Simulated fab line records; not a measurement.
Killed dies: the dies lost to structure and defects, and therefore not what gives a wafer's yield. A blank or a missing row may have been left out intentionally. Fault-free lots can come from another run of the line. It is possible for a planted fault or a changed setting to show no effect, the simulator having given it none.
fab line records	flow sky130
[record] lots = 7	wafers = 18	lastDay = 49
route steps=708 shown METAL2@504 VIA2@507 PAD_OPEN@708
lots that met no fault: from a run of the same line without faults
startH: the number of hours between the record's first day and the start of the first shown wafer of the lot	waitH: time in hours since the lot's previous step	" same as the row above	L1.1+2: several wafers, shown together as one row	- no value present, or no start provided	* or withheld: withheld	< > ~ a bound
route shown NAME@n: names a module that has steps shown in the file, with the first one's number in the route	usual: mean/standard deviation taken from wafers without a fault	same: alike in all rows	chamber/n: place in a boat	sites: each site's reading	_std_site: the standard deviation of these	_edge_site: mean of outer sites minus mean of inner sites	radiusMm: how far each site lies from the wafer's centre	mask NAME#n: copy n	behind: the most recent tool/chamber to have shaped the wafer	hold: cause of the lot's hold/its duration in hours/its outcome	device: the transistor (n, p or np) that didn't switch	end of line: the tests these same wafers got at the end of their route	where a step has no rows: the recipe by itself	killed: at the first sort, the dies lost to defects and structure; wafer yield is something else	map: shows each die of a wafer: x if killed, . if not, _ if none is there
set.NAME: the setting that was run; set.NAME@STEP: the one run at that earlier step	model.NAME: the simulator's own value behind a step, which no gauge read
lots at some steps of the route; a table a step, a row a wafer
services: the hour from which a tool's chamber was out of use, counted from the record's first day as startH (under 0 if before that day), plus the number of hours and why
[[steps]]
[step SKY_METAL2_STRIP_21]
[recipe] chemistry = postEtchResidueRemover	timeS = 1200	tempC = 72.5
[step SKY_METAL2_CLEAN_22]
[recipe] chemistry = IPA	timeS = 180	tempC = 25
[step SKY_METAL2_CLEAN_23]
[recipe] chemistry = O3/DIW	dry = n2Spin
[step SKY_VIA2_HDPCVD_00]
[recipe] material = SiO2	targetThkNm = 1180	sigmaOpenFrac = 0.3	timeS = 196.7	tempC = 400	sih4FlowSccm = 60	pressureMtorr = 6
[step SKY_VIA2_THK_MEAS_01]
[recipe] reads = SiO2_of_VIA2_HDPCVD_00
[usual] VIA2_HDPCVD_THK = 1178/10
lot.wafer	tool	chamber	startH	waitH	VIA2_HDPCVD_THK[nm]
L252.2	filmMetro-02	-	817.30	0.1	1181
L252.4	"	-	"	"	1181
L252.6	"	-	"	"	1178
L254.2	filmMetro-02	-	834.51	0.1	1176
L254.3	"	-	"	"	1165
L254.6	"	-	"	"	1161
L264.2	filmMetro-04	-	932.69	0.1	1168
L264.4	"	-	"	"	1166
L264.6	"	-	"	"	1160
L265.1	filmMetro-02	-	932.71	0.1	1186
L265.2	"	-	"	"	1175
L265.3	"	-	"	"	1181
L267.3	filmMetro-04	-	942.02	0.1	1174
L267.6	"	-	"	"	1181
L269.2	filmMetro-01	-	947.51	0.1	1186
L269.6	"	-	"	"	1183
L268.2	filmMetro-04	-	949.78	0.1	1179
L268.6	"	-	"	"	1191
[step SKY_VIA2_CMP_02]
[recipe] material = SiO2	downForcePsi = 4	platenRpm = 60	padVelocityMS = 0.94248
[usual] motorCurrentA = 11.7/0.78
lot.wafer	tool	chamber	startH	waitH	motorCurrentA
L252.2	cmp-01	2	817.40	0.1	12.4
L252.4	"	0	"	"	10.9
L252.6	"	2	"	"	12.2
L254.2	cmp-02	1	834.61	0.1	11.9
L254.3	"	3	"	"	11.1
L254.6	"	0	"	"	11.1
L264.4	cmp-02	1	932.74	0.0	11.9
L264.2	"	3	"	"	10.9
L264.6	"	1	"	"	11.8
L265.1	cmp-01	0	932.77	0.1	10.0
L265.2	"	1	"	"	11.2
L265.3	"	2	"	"	12.4
L267.3	cmp-01	2	942.30	0.3	12.9
L267.6	"	0	"	"	10.5
L269.2	cmp-01	2	947.74	0.2	12.7
L269.6	"	1	"	"	12.1
L268.2	cmp-01	0	949.97	0.2	10.3
L268.6	"	1	"	"	11.7
[step SKY_VIA2_BOW_MEAS_03]
[recipe] mode = bow
[usual] VIA2_BOW = 86/7.7
lot.wafer	tool	chamber	startH	waitH	VIA2_BOW[um]
L252.2	filmMetro-01	-	817.67	0.2	89
L252.4	"	-	"	"	89
L252.6	"	-	"	"	101
L254.2	filmMetro-01	-	834.88	0.2	84
L254.3	"	-	"	"	86
L254.6	"	-	"	"	79
L264.2	filmMetro-04	-	933.06	0.2	98
L264.4	"	-	"	"	74
L264.6	"	-	"	"	90
L265.1	filmMetro-02	-	933.07	0.2	78
L265.2	"	-	"	"	97
L265.3	"	-	"	"	88
L267.3	filmMetro-04	-	942.54	0.2	91
L267.6	"	-	"	"	95
L269.2	filmMetro-02	-	947.96	0.2	85
L269.6	"	-	"	"	90
L268.2	filmMetro-04	-	950.29	0.3	86
L268.6	"	-	"	"	99
[step SKY_VIA2_DEHYDRATE_04]
[recipe] tempC = 200	timeS = 60
[step SKY_VIA2_HMDS_05]
[recipe] primeTimeS = 60	primeTempC = 120
[step SKY_VIA2_COAT_06]
[recipe] resist = BARC	tempC = withheld	timeS = withheld	spinRpm = 3000	resistThkNm = 60
[step SKY_VIA2_COAT_07]
[recipe] resist = KrF-thick	spinRpm = 3000	resistThkNm = 450
[step SKY_VIA2_SOFTBAKE_08]
[recipe] tempC = 100	timeS = 90	resist = KrF-thick
[step SKY_VIA2_EXPOSE_09]
[recipe] maskId = VIM2	na = 0.8	sourceShape = annular	sigmaInner = 0.55	sigmaOuter = 0.85	targetCdNm = 200	doseMj = 38
[usual] reticleTempC = 22.99/0.1
[same] na = 0.8	sigmaInner = 0.55
lot.wafer	tool	chamber	startH	waitH	mask	reticleTempC
L252.2	krfScanner-02	0	831.05	-	VIM2#0	22.99
L252.4	"	0	"	"	VIM2#0	23.15
L252.6	"	0	"	"	VIM2#0	23.02
L254.2	krfScanner-01	0	848.57	-	VIM2#0	22.86
L254.3	"	0	"	"	VIM2#0	22.96
L254.6	"	0	"	"	VIM2#0	22.86
L264.2	krfScanner-01	0	945.63	-	VIM2#0	23.04
L264.4	"	0	"	"	VIM2#0	23.02
L264.6	"	0	"	"	VIM2#0	22.94
L265.1	krfScanner-02	0	945.98	-	VIM2#0	23.00
L265.2	"	0	"	"	VIM2#0	23.08
L265.3	"	0	"	"	VIM2#0	23.09
L267.3	krfScanner-02	0	954.26	-	VIM2#0	23.07
L267.6	"	0	"	"	VIM2#0	22.97
L269.2	krfScanner-02	0	960.18	-	VIM2#0	22.97
L269.6	"	0	"	"	VIM2#0	23.17
L268.2	krfScanner-02	0	962.44	-	VIM2#0	22.62
L268.6	"	0	"	"	VIM2#0	22.81
[step SKY_VIA2_PEB_10]
[recipe] pebTempC = withheld	pebTimeS = withheld	resist = KrF-thick
[step SKY_VIA2_DEVELOP_11]
[recipe] developTimeS = 60	resist = KrF-thick	devTempC = 21
[step SKY_VIA2_CD_MEAS_12]
[recipe] targetCdNm = 200
[usual] cdNm = 199.6/1.3
lot.wafer	tool	chamber	startH	waitH	cdNm
L252.2	cdSem-01	-	843.68	-	197.1
L252.4	"	-	"	"	198.0
L252.6	"	-	"	"	197.9
L254.2	cdSem-01	-	861.33	-	201.5
L254.3	"	-	"	"	200.9
L254.6	"	-	"	"	201.5
L264.2	cdSem-02	-	957.68	-	201.9
L264.4	"	-	"	"	202.0
L264.6	"	-	"	"	203.1
L265.1	cdSem-02	-	957.86	-	198.9
L265.2	"	-	"	"	197.9
L265.3	"	-	"	"	198.8
L267.3	cdSem-01	-	965.40	-	154.2
L267.6	"	-	"	"	200.0
L269.2	cdSem-01	-	971.43	-	153.4
L269.6	"	-	"	"	198.8
L268.2	cdSem-01	-	973.39	-	153.5
L268.6	"	-	"	"	198.7
[step SKY_VIA2_OVL_MEAS_13]
[usual] VIA2_OVL = -1/5
lot.wafer	tool	chamber	startH	waitH	VIA2_OVL[nm]
L252.2	overlay-01	-	843.78	0.1	-5
L252.4	"	-	"	"	-1
L252.6	"	-	"	"	-4
L254.2	overlay-02	-	861.43	0.1	-1
L254.3	"	-	"	"	-2
L254.6	"	-	"	"	5
L264.2	overlay-01	-	957.78	0.1	1
L264.4	"	-	"	"	-5
L264.6	"	-	"	"	5
L265.1	overlay-01	-	957.98	0.1	0
L265.2	"	-	"	"	-9
L265.3	"	-	"	"	3
L267.3	overlay-02	-	965.49	0.1	-7
L267.6	"	-	"	"	0
L269.2	overlay-02	-	971.53	0.1	8
L269.6	"	-	"	"	-5
L268.2	overlay-01	-	973.50	0.1	-5
L268.6	"	-	"	"	-3
[step SKY_VIA2_ETCH_14]
[recipe] chemistry = N2/H2	target = BARC	ionEnergyEv = 200	sourceW = 500	biasW = 100	pressureMtorr = 30	n2FlowSccm = 100	h2FlowSccm = 200	stopOn = SiO2	timeS = 45.9	targetDepthA = 600
[usual] drypumpMotorCurrentA = 5.7/0.43	h2FlowSccm = 200.0/0.63	oesProductAu = 0.855/0.0053	throttleValvePct = 13.226/0.0095
lot.wafer	tool	chamber	startH	waitH	drypumpMotorCurrentA	h2FlowSccm	oesProductAu	rfHoursCounterH	throttleValvePct	model.VIA2.cdNm
L252.2	rieDiel-01	2	843.81	0.0	5.2	199.4	0.846	17	13.227	197.2
L252.4	"	0	"	"	5.4	200.3	0.849	10	13.230	198
L252.6	"	0	"	"	5.4	200.9	0.851	-	13.231	198.1
L254.2	rieDiel-01	0	861.46	0.0	5.4	200.3	0.849	11	13.235	201.3
L254.3	"	3	"	"	5.7	199.3	0.852	13	13.217	200.8
L254.6	"	2	"	"	5.1	199.2	0.854	-	13.210	201
L264.2	rieDiel-04	1	957.81	0.0	5.7	200.8	0.854	12	13.223	201.5
L264.4	"	2	"	"	5.6	200.2	0.845	20	13.228	202.2
L264.6	"	1	"	"	5.7	199.5	0.855	-	13.215	202.8
L265.1	rieDiel-01	1	958.01	0.0	5.9	200.2	0.859	20	13.231	198.3
L265.2	"	3	"	"	5.6	200.6	0.846	16	13.225	197.9
L265.3	"	0	"	"	5.4	199.7	0.849	14	13.232	199.2
L267.3	rieDiel-04	1	965.51	0.0	5.7	198.6	0.857	12	13.241	152.9
L267.6	"	0	"	"	4.9	199.8	0.851	-	13.227	198.9
L269.2	rieDiel-04	3	971.56	0.0	6.7	201.0	0.862	18	13.228	153.4
L269.6	"	3	"	"	6.7	200.6	0.856	-	13.221	198.8
L268.2	rieDiel-03	1	973.53	0.0	5.7	200.0	0.860	5	13.230	153.4
L268.6	"	0	"	"	5.9	200.4	0.865	-	13.234	199.2
[step SKY_VIA2_ETCH_15]
[recipe] target = SiO2	chemistry = C4F8/O2/Ar	targetDepthNm = 546	stopOn = TiN	maskMaterial = KrF-thick	sourceW = 1500	biasW = 1200	pressureMtorr = 40	c4f8FlowSccm = withheld	O2_flow_sccm = 6	Ar_flow_sccm = 300	timeS = 84
[usual] oesProductAu = 0.939/0.0044
lot.wafer	tool	chamber	startH	waitH	oesProductAu	rfHoursCounterH	model.VIA2.cdNm
L252.2	rieDiel-01	2	843.85	0.0	0.945	17	196.1
L252.4	"	0	"	"	0.938	10	202.6
L252.6	"	0	"	"	0.938	-	200.9
L254.2	rieDiel-01	0	861.50	0.0	0.937	11	208
L254.3	"	3	"	"	0.937	13	201.5
L254.6	"	2	"	"	0.940	-	203.5
L264.2	rieDiel-04	1	957.85	0.0	0.931	12	198.2
L264.4	"	2	"	"	0.935	20	205.3
L264.6	"	1	"	"	0.933	-	199.8
L265.1	rieDiel-01	1	958.06	0.0	0.941	20	201.8
L265.2	"	3	"	"	0.945	16	198.4
L265.3	"	0	"	"	0.942	14	199.2
L267.3	rieDiel-04	1	965.56	0.0	0.936	12	152
L267.6	"	0	"	"	0.947	-	204.3
L269.2	rieDiel-04	3	971.61	0.0	0.938	18	152.7
L269.6	"	3	"	"	0.950	-	199.6
L268.2	rieDiel-03	1	973.57	0.0	0.938	5	157.8
L268.6	"	0	"	"	0.947	-	207.1
[step SKY_VIA2_STRIP_16]
[recipe] chemistry = O2/N2	powerW = 1400	pressureMtorr = 1500	platenTempC = withheld	o2FlowSccm = 3000	n2FlowSccm = 300	overashFraction = 0.5
[usual] drypumpMotorCurrentA = 5.4/0.38	oesProductAu = 0.398/0.0053	stripTimeToEndpointS = 4.044/0.021
lot.wafer	tool	chamber	startH	waitH	drypumpMotorCurrentA	oesProductAu	rfHoursCounterH	stripTimeToEndpointS
L252.2	plasmaAsher-04	0	843.92	0.0	5.9	0.401	10	3.984
L252.4	"	0	"	"	5.8	0.397	-	4.014
L252.6	"	0	"	"	5.9	0.387	-	4.030
L254.2	plasmaAsher-02	1	861.57	0.0	4.7	0.402	45	4.071
L254.3	"	1	"	"	4.7	0.402	-	4.061
L254.6	"	0	"	"	5.7	0.392	-	4.014
L264.2	plasmaAsher-04	1	957.92	0.0	5.8	0.393	21	4.044
L264.4	"	0	"	"	5.9	0.395	-	4.044
L264.6	"	0	"	"	5.9	0.403	-	4.098
L265.1	plasmaAsher-01	1	958.12	0.0	5.3	0.392	85	4.017
L265.2	"	0	"	"	5.4	0.398	85	4.047
L265.3	"	1	"	"	5.3	0.403	-	4.050
L267.3	plasmaAsher-01	1	965.65	0.1	5.3	0.402	-	4.032
L267.6	"	0	"	"	5.4	0.393	-	4.038
L269.2	plasmaAsher-04	0	971.67	0.0	5.9	0.403	23	4.031
L269.6	"	1	"	"	5.7	0.391	-	4.032
L268.2	plasmaAsher-01	1	973.63	0.0	5.3	0.402	87	4.027
L268.6	"	0	"	"	5.4	0.398	-	4.054
[step SKY_PAD_OPEN_PROBE_99]
[usual] defectLimitedYield = 82.4/1.8	killed_at_M0_to_M3 = 43/7.8	killed_at_M4_up = 3.2/1.7	killedAtContacts = 24/5.2	killedAtFrontEnd = 15/4.5	killedAtOther = 0.4/0.65	killedDies = 87/9.1	killedOnRim = 17/3.5	killedOpen = 47/7.3	killedShort = 40/6.5	sort_bin_3_pad_short = 0.9/0.46	sort_bin_5_function = 10.4/1.5	sort_bin_6_memory = 6.3/1	sortNPass = 405/9.1	sortYieldPct = 82.4/1.8
[same] grossDies = 492	killedAtBackSide = 0	sort_bin_4_leakage[%] = 0	sort_bin_8_speed[%] = 0
lot.wafer	tool	chamber	startH	waitH	defectLimitedYield[%]	killed_at_M0_to_M3	killed_at_M4_up	killedAtContacts	killedAtFrontEnd	killedAtOther	killedDies	killedOnRim	killedOpen	killedShort	sort_bin_3_pad_short[%]	sort_bin_5_function[%]	sort_bin_6_memory[%]	sortNPass	sortYieldPct[%]
L254.2	prober-02	-	1084.66	0.1	84.3	39	2	21	14	1	77	14	45	32	0.2	10.2	5.3	415	84.3
L254.3	prober-02	-	1084.71	0.2	82.9	35	5	28	16	0	84	17	42	41	1.4	8.3	7.3	408	82.9
L254.6	prober-02	-	1084.86	0.2	84.8	34	4	21	16	0	75	17	37	37	0.4	10.2	4.7	417	84.8
L267.3	prober-01	-	1169.28	0.2	4.9	421	5	23	19	0	468	85	46	46	1.0	88.4	5.7	24	4.9
L267.6	prober-01	-	1169.43	0.2	83.3	48	4	18	12	0	82	16	47	35	1.0	9.8	5.9	410	83.3
L269.2	prober-02	-	1172.93	0.1	4.9	415	6	32	15	0	468	87	50	53	1.2	86.0	7.9	24	4.9
L268.2	prober-01	-	1174.43	0.1	10.8	387	5	28	19	0	439	82	49	37	0.6	81.9	6.7	53	10.8
L268.6	prober-01	-	1174.63	0.2	83.5	32	4	24	21	0	81	12	44	36	0.8	8.5	7.1	411	83.5
// killed by level:class
L254.2 CONTACT:geometricParticle:open=10 METAL1:geometricParticle:short=9 VIA1:geometricParticle:open=7 VIA2:geometricParticle:open=6 LI_CONTACT:geometricParticle:open=5 VIA3:geometricParticle:open=5 FIELD_ISO:geometricParticle:short=4 POLY_GATE:geometricParticle:open=4
L254.3 CONTACT:geometricParticle:open=10 CONTACT:geometricParticle:short=9 POLY_GATE:geometricParticle:short=7 VIA3:geometricParticle:short=7 VIA3:geometricParticle:open=6 VIA2:geometricParticle:open=6 LI_CONTACT:geometricParticle:open=5 VIA1:geometricParticle:open=5
L254.6 METAL1:geometricParticle:short=10 CONTACT:geometricParticle:open=8 LI_CONTACT:geometricParticle:open=6 FIELD_ISO:geometricParticle:open=5 CONTACT:geometricParticle:short=5 VIA2:geometricParticle:open=5 POLY_GATE:geometricParticle:short=4 VIA1:geometricParticle:open=4
L267.3 VIA2:areaExpose=376 VIA1:geometricParticle:open=14 CONTACT:geometricParticle:open=8 METAL2:geometricParticle:short=8 CONTACT:geometricParticle:short=6 LI_CONTACT:geometricParticle:open=5 VIA3:geometricParticle:open=5 VIA1:geometricParticle:short=5
L267.6 VIA1:geometricParticle:open=13 CONTACT:geometricParticle:open=8 VIA3:geometricParticle:short=7 VIA1:geometricParticle:short=6 POLY_GATE:geometricParticle:short=5 VIA3:geometricParticle:open=5 VIA2:geometricParticle:open=5 FIELD_ISO:geometricParticle:open=3
L269.2 VIA2:areaExpose=365 CONTACT:geometricParticle:open=13 METAL1:geometricParticle:short=9 LI_CONTACT:geometricParticle:open=7 VIA1:geometricParticle:open=7 CONTACT:geometricParticle:short=6 METAL4:geometricParticle:short=6 VIA2:geometricParticle:short=6
L268.2 VIA2:areaExpose=353 VIA1:geometricParticle:open=10 LOCAL_INTERCONNECT:geometricParticle:short=9 LI_CONTACT:geometricParticle:open=8 CONTACT:geometricParticle:open=8 POLY_GATE:geometricParticle:open=7 VIA2:geometricParticle:open=5 POLY_GATE:geometricParticle:short=4
L268.6 LI_CONTACT:geometricParticle:open=8 CONTACT:geometricParticle:open=8 VIA2:geometricParticle:open=7 POLY_GATE:geometricParticle:open=5 METAL1:geometricParticle:short=5 POLY_GATE:geometricParticle:short=4 VIA1:geometricParticle:open=4 METAL4:geometricParticle:short=4
// map L267.3 (x killed, . not)
__________xxxxxxxxxx_________
________xxxxxxxxxxxxxx_______
______xxxxxxxxxxxxxxxxxx_____
_____xxxxxxxxxxxxxxxxxxxx____
____xxxxxxxxxxxxxxxxxxxxxx___
___xxxxxxxxxxxxxxxxxxx.xxxx__
__xxxxxxxxxxxxxxxxxxxxxxxx.x_
_xxxxxxxxxxxxxxxxxxxxxxxxxxxx
_xxxxxxxxxxxxxxxxxxxxxxxxxxxx
_xxxxxxxxxxxxxxxxxxxxxxxxxxxx
_xxxxxxxxxxxxxxxxxxxxxxxxxxxx
_xxxxxxxxxxxxxxxxxxxxxxxxxxxx
_xxxxxxxxxxxxxxxxxxxxxxxx.xxx
_xxxxxxxxxxxxxxxxxx.xxxxxxxx.
_xxxxxxxxxxxxxxxxxxxxx.xxxxx.
__xxxxxxxxxxxxxxxxxxxxx.xxxx_
___xxxxxx.xxxxxxxxxxx..xx.x__
____xxxxxxxxxxxxxxxxx.xxxx___
_____xxxxx.xxxxxxx.xxxx.x____
______xxxxxxxxxxxxxxxxx._____
________xxxxxxxx..xxxx_______
__________.x..x..xxx_________
// map L268.2 (x killed, . not)
__________xxxxxxxxxx_________
________xxxxxxxxxxxxxx_______
______xxxxxxxxxxxxxxxxxx_____
_____xxxxxxxxxxxxxxxxxxxx____
____xxxxxxxxxxxxxxxxxxxxxx___
___xxxxxxxxxxxxxxx.xxxxxx.x__
__xxxxxxxxxxxxxxxxxxxxxxxxxx_
_xxxxxxxxxxxxxxxxxxxx.xxxxxxx
_xxxxxxxxxxxxxxxxxxxxxxxxxxxx
_xxxxxxxxxxxxxxx.xxxxxx.xxxxx
_xxxxxxxxxxxxxxxxxxxxxx..xx..
_xxxxxxxxxxxxxxxxxx.xxxxxxxxx
_xxxxxxxxxxxxxxxxxx.x....xxx.
_xxxxx.xxxxxxxxxxxx.x...x..xx
_xxxxxxxxxxxxxxxx..xxxxxxxx..
__xxxxxxxxx.xxxxxxxx.xxxx..x_
___xxxxxxxxxxxxxxxxxx..xxxx__
____xxxxxxxxxxxxxx.xxx....___
_____xxxxxxxxxxxx..xxx.xx____
______xxxxxxxxxxxxx.xxxx_____
________xxxx..x...xxx._______
__________.x.x..xxx._________
[[services]]
tool	chamber	startH	hours	kind
rieDiel-04	1	814.86	4.7	repair
rieDiel-01	3	818.91	7.6	repair
rieDiel-04	-	839.80	2.8	pm
krfScanner-02	-	847.60	4.0	pm
krfScanner-02	-	851.62	1.0	pm
cmp-01	-	865.34	0.4	repair
rieDiel-04	1	866.37	7.2	repair
krfScanner-01	-	870.60	1.0	pm
krfScanner-02	-	871.35	0.4	repair
krfScanner-02	-	871.74	1.3	pm
plasmaAsher-01	-	879.00	2.3	repair
krfScanner-02	-	890.70	0.8	pm
rieDiel-04	0	895.37	4.6	repair
cmp-01	-	897.77	2.9	repair
rieDiel-04	2	900.68	3.8	repair
krfScanner-01	-	904.18	0.2	repair
krfScanner-01	-	909.07	0.8	pm
cmp-02	-	912.00	4.0	pm
krfScanner-01	-	917.05	1.3	pm
cmp-02	-	940.30	20.5	pm
rieDiel-01	2	947.22	28.2	repair
rieDiel-01	-	960.00	0.8	repair
cmp-01	-	960.99	6.4	pm
krfScanner-02	-	966.54	0.6	repair
[[key]]
[firstSign] step = SKY_VIA2_CD_MEAS_12	reading = cdNm	direction = down	sigmas = 35	usual = 199.6	struck = 153.7
[effect] step = SKY_PAD_OPEN_PROBE_99	reading = sort_bin_5_function	direction = up	sigmas = 50	usual = 10.4	struck = 85.4
[modelEffect] step = SKY_VIA2_ETCH_14	value = VIA2.cdNm	without = 198.9	struck = 153.2
[modelEffect] step = SKY_VIA2_ETCH_15	value = VIA2.cdNm	without = 199.9	struck = 154.2
[moreKillsBornAt] SKY_VIA2_EXPOSE_09@krfScanner-02 = 1094
metAt SKY_VIA2_EXPOSE_09
struckWafers L267.3,L268.2,L269.2
laterRowsLeftOut L267.3,L268.2,L269.2
onsetBetween 945.98 954.26
[fault] kind = processParameterDrift	tool = krfScanner-02	chamber = -	onsetH = 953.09	steps = SKY_VIA2_EXPOSE_09	channel = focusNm	offset = 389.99	shape = step	endH = 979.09	scope = struckWafersOnly
// laterRowsLeftOut: the simulator's readings of these wafers behind a module that went badly wrong aren't trusted and aren't shown, but for the sort
